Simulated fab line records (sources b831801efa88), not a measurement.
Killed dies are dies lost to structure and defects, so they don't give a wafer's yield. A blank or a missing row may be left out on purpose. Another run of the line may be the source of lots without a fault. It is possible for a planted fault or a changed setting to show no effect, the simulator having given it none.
fab line records	flow sky130
[record] lots = 5	wafers = 23
route steps=708 shown VT_ADJUST_HVTR@140 VT_ADJUST_PCH@151 SONOS_TUNNEL@160 SONOS_ONO@168 RES_PROTECT@208 POLY_GATE@213 LDD_N@250 LDD_P@259 LDD_HVP@281
start_h: the number of hours between the record's first day and the start of the first shown wafer of the lot	wait_h: time in hours since the lot's previous step	" identical to the entry in the row above	L1.1+2: several wafers, shown together as one row	- value missing, or start not given	* or withheld: withheld	< > ~ a bound
route shown NAME@n: NAME is a module with steps in the file, n the number in the route of the first one	usual: the fault-free wafers' mean and standard deviation	same: alike in all rows	chamber/n: place in a boat	sites: per-site readings	_std_site: the values' standard deviation	_edge_site: mean of outer sites minus mean of inner sites	radius_mm: how far each site lies from the wafer's centre	mask NAME#n: copy n	behind: the tool/chamber that last shaped the wafer	hold: the reason the lot was held/the length of the hold in hours/how it ended	device: whichever transistor did not switch (one of n, p or np)	end of line: tests run on the same wafers once the route is complete	where a step has no rows: the recipe by itself	killed: not the wafer's yield, but the dies lost to structure and defects at the first sort	map: a wafer's dies, x killed, . not, _ none there
set.NAME: the run value of the setting; set.NAME@STEP: its run value at that earlier step	model.NAME: the simulator's own value behind a step, which no gauge read
lots run with intentionally changed settings; tables by step, rows by wafer
[[steps]]
[step SKY_VT_ADJUST_HVTR_IMPLANT_09]
[recipe] species = B	energy_kev = 10	dose_cm2 = 2.1e+12	tilt_deg = withheld
lot.wafer	tool	chamber	start_h	wait_h	set.dose_cm2
L077.2+3+5	implanter-04	0	243.36	0.0	2.1e+12
L080.1+6	implanter-01	0	256.16	0.0	2.006e+12
L080.2+3+5	"	0	"	"	2.1e+12
L081.1+2+3+4+5	implanter-01	0	257.58	0.0	2.1e+12
L082.2+4	implanter-01	0	260.36	0.0	2.1e+12
L082.3+5+6	"	0	"	"	2.156e+12
L084.1+2+4+5+6	implanter-02	0	277.38	0.0	2.1e+12
[step SKY_VT_ADJUST_HVTR_STRIP_10]
[recipe] chemistry = O2/N2	power_w = 1400	pressure_mtorr = 1500	platen_temp_c = withheld	o2_flow_sccm = 3000	n2_flow_sccm = 300	overash_fraction = 0.5
[usual] strip_time_to_endpoint_s = 14.16/0.046
lot.wafer	tool	chamber	start_h	wait_h	set.spin_rpm@VT_ADJUST_HVTR_COAT_02	strip_time_to_endpoint_s
L077.2	plasma_asher-03	1	243.48	0.1	3000	14.13
L077.3	"	1	"	"	3000	14.16
L077.5	"	1	"	"	3000	14.19
L080.1	plasma_asher-02	1	256.31	0.1	2855	14.47
L080.2	"	0	"	"	3000	14.24
L080.3	"	0	"	"	3000	14.23
L080.5	"	1	"	"	2855	14.49
L080.6	"	0	"	"	3000	14.19
L081.1	plasma_asher-03	1	257.73	0.1	3000	14.14
L081.2	"	0	"	"	3000	14.12
L081.3	"	1	"	"	2926	14.28
L081.4	"	0	"	"	2926	14.32
L081.5	"	0	"	"	2926	14.26
L082.2	plasma_asher-03	1	260.48	0.1	3000	14.20
L082.3	"	0	"	"	3000	14.24
L082.4	"	1	"	"	3074	14.06
L082.5	"	1	"	"	3074	14.09
L082.6	"	0	"	"	3000	14.24
L084.1	plasma_asher-04	0	277.53	0.1	2916	14.34
L084.2	"	1	"	"	2916	14.30
L084.4	"	1	"	"	3000	14.16
L084.5	"	1	"	"	3000	14.22
L084.6	"	0	"	"	3000	14.18
[step SKY_VT_ADJUST_PCH_IMPLANT_08]
[recipe] species = B	energy_kev = 10	dose_cm2 = 5e+11	tilt_deg = withheld
lot.wafer	tool	chamber	start_h	wait_h	set.energy_kev	model.implant.rp_nm	model.implant.drp_nm
L077.2+3+5	implanter-01	0	267.35	0.0	10	33.38	17.11
L080.1+3	implanter-01	0	280.26	0.0	9.515	30.1	16.53
L080.2+5+6	"	0	"	"	10	31.35	17.11
L081.1+2+4	implanter-02	0	282.09	0.0	9.565	31.55	16.59
L081.3+5	"	0	"	"	10	32.72	17.11
L082.2+3+4	implanter-01	0	284.55	0.0	10.27	33.08	17.43
L082.5+6	"	0	"	"	10	32.22	17.11
L084.1+2+6	implanter-02	0	302.72	0.0	10	33.65	17.11
L084.4+5	"	0	"	"	9.659	32.71	16.7
[step SKY_SONOS_TUNNEL_DEVELOP_06]
[recipe] resist = NOVOLAK	developer = TMAH	develop_time_s = 60	dev_temp_c = 23
lot.wafer	tool	chamber	start_h	wait_h	set.develop_time_s
L077.2+3+5	litho_track-02	0	291.21	0.1	60
L080.1+2+5	litho_track-01	0	305.34	0.1	60
L080.3+6	"	0	"	"	66.49
L081.1+3	litho_track-04	0	307.21	0.1	60
L081.2+4+5	"	0	"	"	54.57
L082.2+4+5	litho_track-01	0	309.56	0.1	60
L082.3+6	"	0	"	"	55.37
L084.1+6	litho_track-01	0	327.64	0.1	63.86
L084.2+4+5	"	0	"	"	60
[step SKY_SONOS_TUNNEL_CD_MEAS_07]
[recipe] target_cd_nm = 410
[usual] cd_nm = 410.2/2
lot.wafer	tool	chamber	start_h	wait_h	set.develop_time_s@SONOS_TUNNEL_DEVELOP_06	cd_nm
L077.2	cd_sem-02	-	291.35	0.1	60	408.8
L077.3	"	-	"	"	60	410.3
L077.5	"	-	"	"	60	409.4
L080.1	cd_sem-01	-	305.49	0.1	60	406.1
L080.2	"	-	"	"	60	409.4
L080.3	"	-	"	"	66.49	415.7
L080.5	"	-	"	"	60	409.2
L080.6	"	-	"	"	66.49	414.9
L081.1	cd_sem-01	-	307.36	0.1	60	413.3
L081.2	"	-	"	"	54.57	404.4
L081.3	"	-	"	"	60	411.7
L081.4	"	-	"	"	54.57	404.4
L081.5	"	-	"	"	54.57	404.3
L082.2	cd_sem-01	-	309.71	0.1	60	413.2
L082.3	"	-	"	"	55.37	403.5
L082.4	"	-	"	"	60	412.7
L082.5	"	-	"	"	60	412.3
L082.6	"	-	"	"	55.37	403.3
L084.1	cd_sem-01	-	327.79	0.1	63.86	414.7
L084.2	"	-	"	"	60	409.0
L084.4	"	-	"	"	60	410.3
L084.5	"	-	"	"	60	409.6
L084.6	"	-	"	"	63.86	414.6
[step SKY_SONOS_ONO_OXIDATION_00]
[recipe] temp_c = 800	ambient = O2	idle_temp_c = 700	ramp_up_c_per_min = 10	ramp_down_c_per_min = 3	stabilise_s = 600	purge_s = 300	target_thk_a = 26	ox_time_s = 1249
lot.wafer	tool	chamber	start_h	wait_h	set.temp_c	model.SiO2_of_SONOS_ONO_OXIDATION_00.thk_nm
L077.2	furnace-01	0	292.90	0.9	800	2.627
L077.3	"	0	"	"	800	2.608
L077.5	"	0	"	"	800	2.617
L080.1	-	-	-	1.1	780.7	1.997
L080.2	"	-	"	"	780.7	1.942
L080.3	"	-	"	"	780.7	1.993
L080.5	"	-	"	"	780.7	1.973
L080.6	"	-	"	"	780.7	1.984
L081.1	-	-	-	1.8	814.6	3.246
L081.2	"	-	"	"	814.6	3.17
L081.3	"	-	"	"	814.6	3.217
L081.4	"	-	"	"	814.6	3.22
L081.5	"	-	"	"	814.6	3.21
L082.2	-	-	-	1.8	813.2	3.171
L082.3	"	-	"	"	813.2	3.113
L082.4	"	-	"	"	813.2	3.131
L082.5	"	-	"	"	813.2	3.187
L082.6	"	-	"	"	813.2	3.17
L084.1	-	-	-	0.0	778.3	1.792
L084.2	"	-	"	"	778.3	1.843
L084.4	"	-	"	"	778.3	1.827
L084.5	"	-	"	"	778.3	1.82
L084.6	"	-	"	"	778.3	1.819
[step SKY_SONOS_ONO_THK_MEAS_01]
[recipe] reads = SiO2_of_SONOS_ONO_OXIDATION_00
[usual] SONOS_ONO_OXIDATION_THK = 2.59/0.052
lot.wafer	tool	chamber	start_h	wait_h	set.temp_c@SONOS_ONO_OXIDATION_00	SONOS_ONO_OXIDATION_THK[nm]
L077.2	film_metro-03	-	294.26	0.0	800	2.61
L077.3	"	-	"	"	800	2.60
L077.5	"	-	"	"	800	2.64
L080.1	film_metro-03	-	-	-	780.7	2.02
L080.2	"	-	"	"	780.7	1.88
L080.3	"	-	"	"	780.7	1.96
L080.5	"	-	"	"	780.7	1.95
L080.6	"	-	"	"	780.7	2.03
L081.1	film_metro-03	-	-	-	814.6	3.15
L081.2	"	-	"	"	814.6	3.16
L081.3	"	-	"	"	814.6	3.23
L081.4	"	-	"	"	814.6	3.21
L081.5	"	-	"	"	814.6	3.29
L082.2	film_metro-01	-	-	-	813.2	3.19
L082.3	"	-	"	"	813.2	3.12
L082.4	"	-	"	"	813.2	3.13
L082.5	"	-	"	"	813.2	3.16
L082.6	"	-	"	"	813.2	3.20
L084.1	film_metro-01	-	-	-	778.3	1.80
L084.2	"	-	"	"	778.3	1.86
L084.4	"	-	"	"	778.3	1.80
L084.5	"	-	"	"	778.3	1.80
L084.6	"	-	"	"	778.3	1.83
[step SKY_RES_PROTECT_COAT_02]
[recipe] resist = NOVOLAK	spin_rpm = 3000	resist_thk_nm = 1140
lot.wafer	tool	chamber	start_h	wait_h	set.spin_rpm	model.NOVOLAK_of_RES_PROTECT_COAT_02.thk_nm
L077.2	litho_track-04	0	372.18	0.1	3000	1141
L077.3	"	0	"	"	3000	1143
L077.5	"	0	"	"	3000	1144
L081.1+2	litho_track-04	0	396.86	0.1	3145	1117
L081.3	"	0	"	"	3000	1142
L081.4	"	0	"	"	3000	1143
L081.5	"	0	"	"	3000	1140
L080.1	litho_track-01	0	396.89	0.1	3000	1136
L080.2	"	0	"	"	3221	1099
L080.3	"	0	"	"	3221	1095
L080.5	"	0	"	"	3000	1137
L080.6	"	0	"	"	3221	1098
L082.2+4	litho_track-03	0	397.00	0.1	3000	1135
L082.3	"	0	"	"	3148	1109
L082.5	"	0	"	"	3148	1108
L082.6	"	0	"	"	3148	1113
L084.1	litho_track-01	0	408.59	0.1	2940	1145
L084.2	"	0	"	"	3000	1135
L084.4	"	0	"	"	2940	1149
L084.5	"	0	"	"	3000	1136
L084.6	"	0	"	"	3000	1139
[step SKY_RES_PROTECT_SOFTBAKE_03]
[recipe] temp_c = 90	time_s = 60	resist = NOVOLAK
[step SKY_RES_PROTECT_EXPOSE_04]
[recipe] mask_id = RPM	na = 0.6	source_shape = conventional	sigma_outer = 0.6	polarization = unpolarized	target_cd_nm = 1270	dose_mj = 131
[step SKY_RES_PROTECT_DEVELOP_06]
[recipe] resist = NOVOLAK	developer = TMAH	develop_time_s = 60	dev_temp_c = 23
[step SKY_POLY_GATE_IMPLANT_02]
[recipe] species = P	energy_kev = 30	dose_cm2 = 7.824e+15	tilt_deg = 0
[step SKY_RES_PROTECT_STRIP_07]
[recipe] chemistry = O2/N2	power_w = 1400	pressure_mtorr = 1500	platen_temp_c = withheld	o2_flow_sccm = 3000	n2_flow_sccm = 300	overash_fraction = 0.5
[usual] strip_time_to_endpoint_s = 23.36/0.036
lot.wafer	tool	chamber	start_h	wait_h	set.spin_rpm@RES_PROTECT_COAT_02	strip_time_to_endpoint_s
L077.2	plasma_asher-02	0	386.36	0.1	3000	23.34
L077.3	"	1	"	"	3000	23.39
L077.5	"	0	"	"	3000	23.39
L081.1	plasma_asher-04	0	411.85	0.1	3145	23.10
L081.2	"	1	"	"	3145	23.09
L081.3	"	1	"	"	3000	23.39
L081.4	"	0	"	"	3000	23.39
L081.5	"	0	"	"	3000	23.37
L080.1	plasma_asher-03	1	412.38	0.1	3000	23.34
L080.2	"	0	"	"	3221	22.92
L080.3	"	1	"	"	3221	22.87
L080.5	"	1	"	"	3000	23.34
L080.6	"	0	"	"	3221	22.90
L082.2	plasma_asher-02	0	412.80	0.1	3000	23.31
L082.3	"	1	"	"	3148	23.01
L082.4	"	0	"	"	3000	23.32
L082.5	"	1	"	"	3148	23.01
L082.6	"	0	"	"	3148	23.06
L084.1	plasma_asher-03	0	424.08	0.1	2940	23.44
L084.2	"	1	"	"	3000	23.34
L084.4	"	0	"	"	2940	23.46
L084.5	"	0	"	"	3000	23.35
L084.6	"	1	"	"	3000	23.38
[step SKY_POLY_GATE_CVD_03]
[recipe] material = Si3N4	precursor = DCS/NH3	target_thk_nm = 75	temp_c = 770	time_s = 1290	pressure_mtorr = 250
lot.wafer	tool	chamber	start_h	wait_h	set.pressure_mtorr	model.Si3N4_of_POLY_GATE_CVD_03.thk_nm
L077.2	lpcvd-02	1	389.06	2.5	250	75.87
L077.3	"	1	"	"	250	75.75
L077.5	"	1	"	"	250	75.29
L080.1	-	-	-	4.0	237.3	73.52
L080.2	"	-	"	"	237.3	73.31
L080.3	"	-	"	"	237.3	73.32
L080.5	"	-	"	"	237.3	72.74
L080.6	"	-	"	"	237.3	73.84
L081.1	-	-	-	4.5	230.3	73.41
L081.2	"	-	"	"	230.3	72.92
L081.3	"	-	"	"	230.3	73.56
L081.4	"	-	"	"	230.3	73.08
L081.5	"	-	"	"	230.3	73.49
L082.2	-	-	-	3.5	250	74.84
L082.3	"	-	"	"	250	74.89
L082.4	"	-	"	"	250	74.79
L082.5	"	-	"	"	250	74.85
L082.6	"	-	"	"	250	75.25
L084.1	-	-	-	0.0	222.8	71.55
L084.2	"	-	"	"	222.8	72.25
L084.4	"	-	"	"	222.8	71.1
L084.5	"	-	"	"	222.8	71.36
L084.6	"	-	"	"	222.8	71.67
[step SKY_POLY_GATE_SOFTBAKE_09]
[recipe] temp_c = 100	time_s = 90	resist = KrF-thick
lot.wafer	tool	chamber	start_h	wait_h	set.temp_c
L077.2+3+5	litho_track-02	0	-	-	100
L080.1+3+6	litho_track-02	0	-	-	100
L080.2+5	"	0	"	"	101.7
L081.1+2+3+4+5	litho_track-01	0	-	-	100
L082.2+3+4+5+6	litho_track-04	0	-	-	100
L084.1+2+4	litho_track-02	0	-	-	97.16
L084.5+6	"	0	"	"	100
[step SKY_POLY_GATE_EXPOSE_10]
[recipe] mask_id = P1M	na = 0.68	source_shape = conventional	sigma_outer = 0.6	target_cd_nm = 150	dose_mj = 28.26
[step SKY_POLY_GATE_PEB_11]
[recipe] peb_temp_c = withheld	peb_time_s = withheld	resist = KrF-thick
[step SKY_POLY_GATE_ETCH_15]
[recipe] chemistry = N2/H2	target = BARC	ion_energy_ev = 200	source_w = 500	bias_w = 100	pressure_mtorr = 30	n2_flow_sccm = 100	h2_flow_sccm = 200	stop_on = SiO2	time_s = 118.5	target_depth_a = 1100
[step SKY_POLY_GATE_ETCH_16]
[recipe] stop_on = poly-Si	chemistry = CH3F/O2	target = Si3N4	source_w = 400	bias_w = 80	pressure_mtorr = 25	ch3f_flow_sccm = 40	O2_flow_sccm = 30	time_s = 147.5	target_depth_a = 750
lot.wafer	tool	chamber	start_h	wait_h	set.pressure_mtorr@POLY_GATE_CVD_03	model.etch.depth_nm
L077.2	rie_diel-04	2	420.52	0.0	250	75.87
L077.3	"	3	"	"	250	75.75
L077.5	"	1	"	"	250	75.29
L080.1+2+5+6	rie_diel-04	1,2,2,3	448.67	0.0	237.3	-
L080.3	"	3	"	"	237.3	73.32
L081.1+2+4+5	rie_diel-03	2,1,0,1	448.89	0.0	230.3	-
L081.3	"	0	"	"	230.3	73.56
L082.2	rie_diel-01	0	449.24	0.0	250	74.84
L082.3+4	"	2,1	"	"	250	-
L082.5	"	1	"	"	250	74.85
L082.6	"	2	"	"	250	75.25
L084.1+2	rie_diel-03	0,2	456.94	0.0	222.8	-
L084.4	"	1	"	"	222.8	71.1
L084.5	"	2	"	"	222.8	71.36
L084.6	"	3	"	"	222.8	71.67
[step SKY_LDD_N_IMPLANT_13]
[recipe] species = BF2	energy_kev = 50	dose_cm2 = 5e+12	tilt_deg = 30	rotation_deg = 90
lot.wafer	tool	chamber	start_h	wait_h	set.energy_kev	model.implant.rp_nm	model.implant.drp_nm
L077.2+3+5	implanter-03	0	455.20	0.1	50	32.21	18.83
L080.1+3	implanter-03	0	482.47	0.1	50	32.48	18.83
L080.2+5+6	"	0	"	"	47.89	31.13	18.25
L081.1+3+5	implanter-01	0	482.72	0.1	47.18	30.11	18.06
L081.2+4	"	0	"	"	50	31.89	18.83
L082.2+6	implanter-03	0	483.69	0.1	51.63	33.82	19.28
L082.3+4+5	"	0	"	"	50	32.76	18.83
L084.1+2	implanter-02	0	491.17	0.1	51.61	33.72	19.28
L084.4+5+6	"	0	"	"	50	32.68	18.83
[step SKY_LDD_P_EXPOSE_04]
[recipe] mask_id = PSDM	na = 0.6	source_shape = conventional	sigma_outer = 0.6	polarization = unpolarized	target_cd_nm = 380	dose_mj = 138
lot.wafer	tool	chamber	start_h	wait_h	mask	set.dose_mj
L077.2+3+5	iline_stepper-02	0	-	-	PSDM#0	138
L080.1+6	iline_stepper-02	0	-	-	PSDM#0	132.9
L080.2+3+5	"	0	"	"	PSDM#0	138
L081.1+4+5	iline_stepper-01	0	-	-	PSDM#0	138
L081.2+3	"	0	"	"	PSDM#0	130.2
L082.2+3+4+5+6	iline_stepper-01	0	-	-	PSDM#0	138
L084.1+2+4+5+6	iline_stepper-02	0	-	-	PSDM#0	138
[step SKY_LDD_P_PEB_05]
[recipe] temp_c = withheld	time_s = *	resist = NOVOLAK
[step SKY_LDD_P_DEVELOP_06]
[recipe] resist = NOVOLAK	developer = TMAH	develop_time_s = 60	dev_temp_c = 23
[step SKY_LDD_P_CD_MEAS_07]
[recipe] target_cd_nm = 380
[usual] cd_nm = 380.2/2.9
lot.wafer	tool	chamber	start_h	wait_h	set.dose_mj@LDD_P_EXPOSE_04	cd_nm
L077.2	cd_sem-02	-	486.42	0.1	138	380.3
L077.3	"	-	"	"	138	379.6
L077.5	"	-	"	"	138	381.5
L080.1	cd_sem-01	-	513.90	0.1	132.9	366.5
L080.2	"	-	"	"	138	373.8
L080.3	"	-	"	"	138	375.7
L080.5	"	-	"	"	138	375.5
L080.6	"	-	"	"	132.9	368.0
L081.1	cd_sem-02	-	514.38	0.1	138	387.1
L081.2	"	-	"	"	130.2	370.4
L081.3	"	-	"	"	130.2	368.0
L081.4	"	-	"	"	138	385.9
L081.5	"	-	"	"	138	386.1
L082.2	cd_sem-02	-	515.47	0.1	138	380.9
L082.3	"	-	"	"	138	379.2
L082.4	"	-	"	"	138	378.8
L082.5	"	-	"	"	138	378.6
L082.6	"	-	"	"	138	378.0
L084.1	cd_sem-01	-	522.83	0.1	138	375.5
L084.2	"	-	"	"	138	376.3
L084.4	"	-	"	"	138	377.3
L084.5	"	-	"	"	138	377.5
L084.6	"	-	"	"	138	376.2
[step SKY_LDD_P_IMPLANT_09]
[recipe] species = BF2	energy_kev = 25	dose_cm2 = 1e+13	tilt_deg = withheld
lot.wafer	tool	chamber	start_h	wait_h	set.dose_cm2
L077.2+3+5	implanter-04	0	486.59	0.0	1e+13
L080.1+2+3+5+6	implanter-04	0	514.06	0.0	1e+13
L081.1+2+4	implanter-04	0	514.54	0.0	1e+13
L081.3+5	"	0	"	"	9.721e+12
L082.2+3+5	implanter-04	0	515.64	0.0	1.05e+13
L082.4+6	"	0	"	"	1e+13
L084.1+6	implanter-03	0	522.99	0.0	1e+13
L084.2+4+5	"	0	"	"	9.795e+12
[step SKY_LDD_P_STRIP_10]
[recipe] chemistry = O2/N2	power_w = 1400	pressure_mtorr = 1500	platen_temp_c = withheld	o2_flow_sccm = 3000	n2_flow_sccm = 300	overash_fraction = 0.5
[step SKY_LDD_P_TW_MEAS_11]
[usual] LDD_P_TW = 634.0/2.9
lot.wafer	tool	chamber	start_h	wait_h	set.dose_cm2@LDD_P_IMPLANT_09	LDD_P_TW
L077.2	film_metro-01	-	486.82	0.1	1e+13	636.2
L077.3	"	-	"	"	1e+13	635.1
L077.5	"	-	"	"	1e+13	635.7
L080.1	film_metro-04	-	514.31	0.1	1e+13	638.3
L080.2	"	-	"	"	1e+13	633.7
L080.3	"	-	"	"	1e+13	633.8
L080.5	"	-	"	"	1e+13	634.1
L080.6	"	-	"	"	1e+13	633.3
L081.1	film_metro-01	-	514.79	0.1	1e+13	635.2
L081.2	"	-	"	"	1e+13	634.9
L081.3	"	-	"	"	9.721e+12	630.6
L081.4	"	-	"	"	1e+13	635.8
L081.5	"	-	"	"	9.721e+12	632.3
L082.2	film_metro-01	-	515.87	0.1	1.05e+13	643.5
L082.3	"	-	"	"	1.05e+13	644.0
L082.4	"	-	"	"	1e+13	634.2
L082.5	"	-	"	"	1.05e+13	644.6
L082.6	"	-	"	"	1e+13	632.0
L084.1	film_metro-01	-	523.24	0.1	1e+13	632.5
L084.2	"	-	"	"	9.795e+12	629.8
L084.4	"	-	"	"	9.795e+12	632.9
L084.5	"	-	"	"	9.795e+12	633.5
L084.6	"	-	"	"	1e+13	640.1
[step SKY_LDD_HVP_SOFTBAKE_03]
[recipe] temp_c = 90	time_s = 60	resist = NOVOLAK
lot.wafer	tool	chamber	start_h	wait_h	set.temp_c
L077.2+3+5	litho_track-04	0	533.43	0.1	90
L080.1+2+3	litho_track-01	0	559.94	0.1	88.85
L080.5+6	"	0	"	"	90
L081.1+2+5	litho_track-02	0	560.28	0.1	88.8
L081.3+4	"	0	"	"	90
L082.2+4+6	litho_track-02	0	560.91	0.1	90
L082.3+5	"	0	"	"	86.74
L084.1+4	litho_track-01	0	567.24	0.1	90
L084.2+5+6	"	0	"	"	88.46
[step SKY_LDD_HVP_EXPOSE_04]
[recipe] mask_id = HVPTM	na = 0.6	source_shape = conventional	sigma_outer = 0.6	polarization = unpolarized	target_cd_nm = 700	dose_mj = 86
[step SKY_LDD_HVP_PEB_05]
[recipe] temp_c = withheld	time_s = *	resist = NOVOLAK
[step SKY_LDD_HVP_DEVELOP_06]
[recipe] resist = NOVOLAK	developer = TMAH	develop_time_s = 60	dev_temp_c = 24.1
lot.wafer	tool	chamber	start_h	wait_h	set.temp_c@LDD_HVP_SOFTBAKE_03	model.NOVOLAK_of_LDD_HVP_COAT_02.thk_nm
L077.2	litho_track-02	0	548.31	0.1	90	299.9
L077.3	"	0	"	"	90	299
L077.5	"	0	"	"	90	299.3
L080.1	litho_track-04	0	575.35	0.1	88.85	301.3
L080.2	"	0	"	"	88.85	300.7
L080.3	"	0	"	"	88.85	300.5
L080.5	"	0	"	"	90	299.4
L080.6	"	0	"	"	90	299.8
L081.1	litho_track-01	0	575.49	0.1	88.8	301.6
L081.2	"	0	"	"	88.8	302
L081.3	"	0	"	"	90	301.1
L081.4	"	0	"	"	90	301.7
L081.5	"	0	"	"	88.8	301.5
L082.2	litho_track-01	0	575.81	0.1	90	300.3
L082.3	"	0	"	"	86.74	302.7
L082.4	"	0	"	"	90	300.5
L082.5	"	0	"	"	86.74	303
L082.6	"	0	"	"	90	300.6
L084.1	litho_track-02	0	581.33	0.1	90	298.9
L084.2	"	0	"	"	88.46	300.9
L084.4	"	0	"	"	90	300.1
L084.5	"	0	"	"	88.46	301.5
L084.6	"	0	"	"	88.46	300.6
[[key]]
[split] step = SKY_VT_ADJUST_HVTR_IMPLANT_09	setting = dose_cm2	stated = 2.1e+12	by = wafer
response none clear
[split] step = SKY_VT_ADJUST_PCH_IMPLANT_08	setting = energy_kev	stated = 10	by = wafer
[response] step = SKY_VT_ADJUST_PCH_IMPLANT_08	reading = model.implant.rp_nm	change = +0.271	per = 1%	r = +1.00
[response] step = SKY_VT_ADJUST_PCH_IMPLANT_08	reading = model.implant.drp_nm	change = +0.12	per = 1%	r = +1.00
[split] step = SKY_SONOS_TUNNEL_DEVELOP_06	setting = develop_time_s	stated = 60	by = wafer
[response] step = SKY_SONOS_TUNNEL_CD_MEAS_07	reading = cd_nm	change = +0.847	per = 1%	r = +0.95
[split] step = SKY_SONOS_ONO_OXIDATION_00	setting = temp_c	stated = 800	by = lot
[response] step = SKY_SONOS_ONO_OXIDATION_00	reading = model.SiO2_of_SONOS_ONO_OXIDATION_00.thk_nm	change = +0.299	per = 1%	r = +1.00
[response] step = SKY_SONOS_ONO_THK_MEAS_01	reading = SONOS_ONO_OXIDATION_THK	change = +0.3	per = 1%	r = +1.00
[split] step = SKY_RES_PROTECT_COAT_02	setting = spin_rpm	stated = 3000	by = wafer
[response] step = SKY_RES_PROTECT_COAT_02	reading = model.NOVOLAK_of_RES_PROTECT_COAT_02.thk_nm	change = -5.17	per = 1%	r = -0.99
[response] step = SKY_RES_PROTECT_STRIP_07	reading = strip_time_to_endpoint_s	change = *	per = 1%	r = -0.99
[split] step = SKY_POLY_GATE_CVD_03	setting = pressure_mtorr	stated = 250	by = lot
[response] step = SKY_POLY_GATE_CVD_03	reading = model.Si3N4_of_POLY_GATE_CVD_03.thk_nm	change = +0.308	per = 1%	r = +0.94
[response] step = SKY_POLY_GATE_ETCH_16	reading = model.etch.depth_nm	change = +0.346	per = 1%	r = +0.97
[split] step = SKY_POLY_GATE_SOFTBAKE_09	setting = temp_c	stated = 100	by = wafer
response none clear
[split] step = SKY_LDD_N_IMPLANT_13	setting = energy_kev	stated = 50	by = wafer
[response] step = SKY_LDD_N_IMPLANT_13	reading = model.implant.rp_nm	change = +0.319	per = 1%	r = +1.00
[response] step = SKY_LDD_N_IMPLANT_13	reading = model.implant.drp_nm	change = +0.138	per = 1%	r = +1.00
[split] step = SKY_LDD_P_EXPOSE_04	setting = dose_mj	stated = 138	by = wafer
[response] step = SKY_LDD_P_CD_MEAS_07	reading = cd_nm	change = +2.76	per = 1%	r = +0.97
[split] step = SKY_LDD_P_IMPLANT_09	setting = dose_cm2	stated = 1e+13	by = wafer
[response] step = SKY_LDD_P_TW_MEAS_11	reading = LDD_P_TW	change = +2	per = 1%	r = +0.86
[split] step = SKY_LDD_HVP_SOFTBAKE_03	setting = temp_c	stated = 90	by = wafer
[response] step = SKY_LDD_HVP_DEVELOP_06	reading = model.NOVOLAK_of_LDD_HVP_COAT_02.thk_nm	change = -0.683	per = 1%	r = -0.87
split outside_this_file step=SKY_VT_ADJUST_HVTR_COAT_02 setting=spin_rpm
// split outside_this_file: this setting was split too, and the file shows its column; the key of that split is in another file
